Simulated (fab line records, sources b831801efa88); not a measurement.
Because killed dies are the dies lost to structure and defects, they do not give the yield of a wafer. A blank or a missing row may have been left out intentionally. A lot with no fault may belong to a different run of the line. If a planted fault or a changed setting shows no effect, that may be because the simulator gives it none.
Code-filled problem report in 8D (eight disciplines) form / flow gf180mcu / the parts of the form that need people (team, actions taken, sign-off) are left out

1. WHAT IS WRONG
HV_LDD_CVD_54_THK at GF_HV_LDD_THK_MEAS_55 reads a mean of 12.53 nm on 3 wafers of 1 lot; wafers without a fault read 9.99 nm with a standard deviation of 0.12. Relative to the usual mean, that is a shift of +21 standard deviations.
The first sign was on wafer L481.1 at day 18 14:32, on film_metro-01. At this step, 36 wafers from 12 lots have a number in the record. Rule for "out" (also "out of limits"): further than 4 standard deviations from the usual mean. The other wafers with a number count as sound.

2. WHAT THIS IS AND IS NOT
question=which readings at this step | is=HV_LDD_CVD_54_THK | is not=-
question=which lots | is=L481 | is not=L464, L465, L466, L467, L469, L471, L472, L473, L483, L484, L485
question=which wafers of those lots | is=all that have a number | is not=-
question=read on which gauges | is=film_metro-01 | is not=film_metro-02, film_metro-04
question=when | is=from day 18 14:32 | is not=up to then (24 sound wafers); but 9 sound wafers of L483, L484, L485 came after

3. WHAT RULES OUT EACH SUSPECT
Counting: a tool at a process step up to the reading stays a suspect if it ran every lot that is out and no sound lot after the first of them.
- the gauge at GF_HV_LDD_THK_MEAS_55 is ruled out. All the wafers that are out were read on film_metro-01, but those of them that GF_HV_LDD_CVD_54 has rows for are out there too, on other tools.
- lpcvd-02 at GF_HV_LDD_CVD_54 (deposits SiO2 from TEOS, target thk 10 nm, time 75 s): kept. It ran the lot that is out, L481 (day 18 13:01), and no sound lot after that; its last sound lot up to then is L473 (day 15 18:40). On those wafers its own readings are out: spike_tc_bottom_C, spike_tc_centre_C, spike_tc_lower_C, spike_tc_upper_C.
Left after counting: lpcvd-02 at GF_HV_LDD_CVD_54.

4. THE CAUSE (what the simulator had put in)
lpcvd-02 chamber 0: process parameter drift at GF_HV_LDD_CVD_54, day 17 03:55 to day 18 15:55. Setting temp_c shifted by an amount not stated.
After counting, this tool was the only one left.

5. THE EFFECT CHAIN, in route order
One row per reading whose mean, taken over the struck wafers that have a number, lies over 3 standard deviations from the usual. Readings are gone through only where the record gives a usual standard deviation; hours: the median, over the lots, of the time from a lot's start at the first step in this table giving one to that lot's start at this step; sigmas: the change measured in usual standard deviations.
hours=0; step=GF_HV_LDD_CVD_54; reading=spike_tc_bottom_C; usual=701.5 C; on struck wafers=713.1; change=+11.6; sigmas=+6.5
hours=0; step=GF_HV_LDD_CVD_54; reading=spike_tc_centre_C; usual=680.9 C; on struck wafers=693.2; change=+12.3; sigmas=+9.5
hours=0; step=GF_HV_LDD_CVD_54; reading=spike_tc_lower_C; usual=680.2 C; on struck wafers=689.2; change=+9.0; sigmas=+8.2
hours=0; step=GF_HV_LDD_CVD_54; reading=spike_tc_top_C; usual=695.1 C; on struck wafers=702.2; change=+7.1; sigmas=+3.7
hours=0; step=GF_HV_LDD_CVD_54; reading=spike_tc_upper_C; usual=679.9 C; on struck wafers=687.7; change=+7.8; sigmas=+5.2
hours=2; step=GF_HV_LDD_THK_MEAS_55; reading=HV_LDD_CVD_54_THK; usual=9.99 nm; on struck wafers=12.53; change=+2.54; sigmas=+21
The process steps in it:
- GF_HV_LDD_CVD_54: deposits SiO2 from TEOS, target thk 10 nm, time 75 s.
Later steps that measure or inspect, where all struck wafers having a row at the step show a number for every such reading and not one has moved that far: GF_CONTACT_THK_MEAS_01.

6. WHAT WOULD HAVE CAUGHT IT SOONER
The first out-of-limits reading at a measuring or inspecting step in this record came at day 18 14:32, 35 hours after the fault's start at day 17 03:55.
Tool's own readings at GF_HV_LDD_CVD_54, spike_tc_bottom_C, spike_tc_centre_C, spike_tc_lower_C, spike_tc_upper_C: out on all struck wafers the step has rows for; an alarm limit on them would have tripped on the first.
By day 18 14:32, every lot that is out (1) had started GF_HV_LDD_CVD_54 on lpcvd-02. Had the tool been put on hold then, not one of them would have been saved.
